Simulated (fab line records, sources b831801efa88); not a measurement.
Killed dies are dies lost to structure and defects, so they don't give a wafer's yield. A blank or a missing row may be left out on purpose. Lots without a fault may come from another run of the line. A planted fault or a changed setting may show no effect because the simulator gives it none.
Which tool did it? | flow sky130 | 6 lots, 18 wafers sampled, at 4 steps of a route of 708

WHAT THE GAUGES READ, wafer by wafer
SKY_METAL2_RS_MEAS_05: measures by four-point-probe.
lot  | measured     | on            | METAL2_ALCU_RS (ohm/sq)
L620 | day 36 04:25 | film_metro-02 | 0.1287 0.1260 0.1290
L627 | day 38 12:01 | film_metro-02 | 0.1273 0.1257 0.1255
L628 | day 38 15:01 | film_metro-01 | 8.6882 8.5682 8.6936 8.7021 8.5665 8.6809
L634 | day 39 20:46 | film_metro-01 | 0.1247 0.1266 0.1243
L637 | day 40 05:51 | film_metro-04 | 0.1260 0.1254 0.1253
L639 | day 40 21:44 | film_metro-02 | 0.1291 0.1304 0.1326

WHICH TOOL RAN EACH LOT (tool, then ch and the chambers of the sampled wafers, then the start)
lot  | SKY_METAL1_ETCH_18                | SKY_METAL2_SPUTTER_01        | SKY_METAL2_SPUTTER_02
L620 | rie_metal-03 ch 0,1, day 34 23:14 | pvd_sputter-01, day 36 04:15 | pvd_sputter-01, day 36 04:17
L627 | rie_metal-02 ch 0,1, day 37 07:28 | pvd_sputter-04, day 38 11:52 | pvd_sputter-04, day 38 11:53
L628 | rie_metal-04 ch 0,1, day 37 10:04 | pvd_sputter-04, day 38 14:53 | pvd_sputter-04, day 38 14:54
L634 | rie_metal-04 ch 0,1, day 38 16:56 | pvd_sputter-04, day 39 20:38 | pvd_sputter-04, day 39 20:40
L637 | rie_metal-04 ch 0,1, day 39 02:28 | pvd_sputter-03, day 40 05:43 | pvd_sputter-03, day 40 05:44
L639 | rie_metal-03 ch 0,1, day 39 17:50 | pvd_sputter-01, day 40 21:36 | pvd_sputter-01, day 40 21:37
- SKY_METAL1_ETCH_18: etches BARC in N2/H2, stops on SiO2, time 45.9 s, target depth 60 nm.
- SKY_METAL2_SPUTTER_01: material TiN, target thk 20 nm, time 16.7 s.
- SKY_METAL2_SPUTTER_02: material AlCu, target thk 250 nm, time 13.3 s.

THE ANSWER, worked out from the rows above alone
Rule: what is usual is taken from the lots themselves. Put in order of their means at a reading, lots are off if they are a third of the lots or fewer, leave a main group of 4 or more, and stand apart from it by a gap of 3 or more times the standard deviation of the main group's means; of several such gaps the widest counts. A main group whose means are all the same, to the digits that the tables above print for the reading, isn't used. A lot without any number at a reading at which 4 lots or more have one is off too. The other lots that the step has rows for count as sound.
Off: L628, at SKY_METAL2_RS_MEAS_05 (METAL2_ALCU_RS). The main group: mean 0.1271 ohm/sq, standard deviation 0.002.
A tool fits if, at a process step before that reading, it ran every lot that is off, and no sound lot after the first of them. The gauges at SKY_METAL2_RS_MEAS_05 are tried like those tools. None of those tried fits.

WHAT THE SIMULATOR HAD PUT IN
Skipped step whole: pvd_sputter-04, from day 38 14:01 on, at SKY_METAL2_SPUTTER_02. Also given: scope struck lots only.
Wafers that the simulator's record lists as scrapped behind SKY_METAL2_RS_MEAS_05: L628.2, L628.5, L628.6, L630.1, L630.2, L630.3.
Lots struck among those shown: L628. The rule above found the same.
